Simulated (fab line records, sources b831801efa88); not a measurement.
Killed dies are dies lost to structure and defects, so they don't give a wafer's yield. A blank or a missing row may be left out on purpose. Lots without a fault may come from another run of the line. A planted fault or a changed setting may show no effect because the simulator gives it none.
Chamber matching | flow gf180mcu | GF_V5_CVD_02 on pecvd-03: 3 sister chambers
The step deposits SiO2 from TEOS, target thk 1450 nm, time 163.28 s. 16 wafers are shown with their chamber, then 8 later ones without.

WAFERS WITH THEIR CHAMBER
wafer  | chamber | rf_fwd_power_W (W) | heater_power_w (W)
L865.1 | 2       | 600.5              | 816
L865.4 | 2       | 597.3              | 853
L865.6 | 1       | 595.8              | 629
L869.2 | 2       | 601.4              | 714
L869.3 | 0       | 596.3              | 694
L869.6 | 2       | 601.2              | 819
L870.3 | 1       | 595.9              | 760
L870.5 | 1       | 596.9              | 653
L870.6 | 0       | 596.1              | 682
L872.1 | 0       | 598.8              | 793
L872.4 | 2       | 598.3              | 675
L872.6 | 0       | 598.4              | 861
L875.1 | 2       | 597.8              | 839
L875.3 | 1       | 597.9              | 677
L875.6 | 1       | 600.4              | 739
L876.1 | 0       | 595.9              | 693

SIGNATURES (means of the wafers above)
reading        | chamber 0 | chamber 1 | chamber 2 | scatter within a chamber
rf_fwd_power_W | 597.100   | 597.380   | 599.417   | 1.72
heater_power_w | 744.60    | 691.60    | 786.00    | 70.4
Rule: a wafer's distance from a chamber is the root of the sum, over the readings, of the square of ((its reading less the chamber's mean) divided by the reading's scatter). The wafer belongs to the nearest chamber; if the next one is less than 2 further off, it can't be placed. The scatter: the root of (the sum of the squares of (reading less its chamber's mean) over the shown wafers, divided by (wafers less chambers)).

WAFERS WITHOUT THEIR CHAMBER
wafer  | rf_fwd_power_W (W) | heater_power_w (W)
L876.2 | 594.6              | 751
L876.4 | 596.1              | 833
L881.1 | 595.1              | 656
L881.3 | 601.2              | 686
L881.6 | 598.6              | 812
L885.2 | 597.3              | 691
L885.3 | 602.4              | 779
L885.5 | 595.8              | 635

WHICH CHAMBER EACH WENT THROUGH
wafer  | from the rows above          | in truth
L876.2 | can't be placed: 0 or 1 or 2 | 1
L876.4 | can't be placed: 0 or 2 or 1 | 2
L881.1 | can't be placed: 1 or 0 or 2 | 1
L881.3 | can't be placed: 2 or 1 or 0 | 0
L881.6 | can't be placed: 2 or 0 or 1 | 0
L885.2 | can't be placed: 1 or 0 or 2 | 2
L885.3 | can't be placed: 2 or 0 or 1 | 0
L885.5 | can't be placed: 1 or 0 or 2 | 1
Placed correctly: 0 of 8. Can't be placed from these rows: 8 (the true chamber is among the candidates in 8). Placed wrongly: 0.
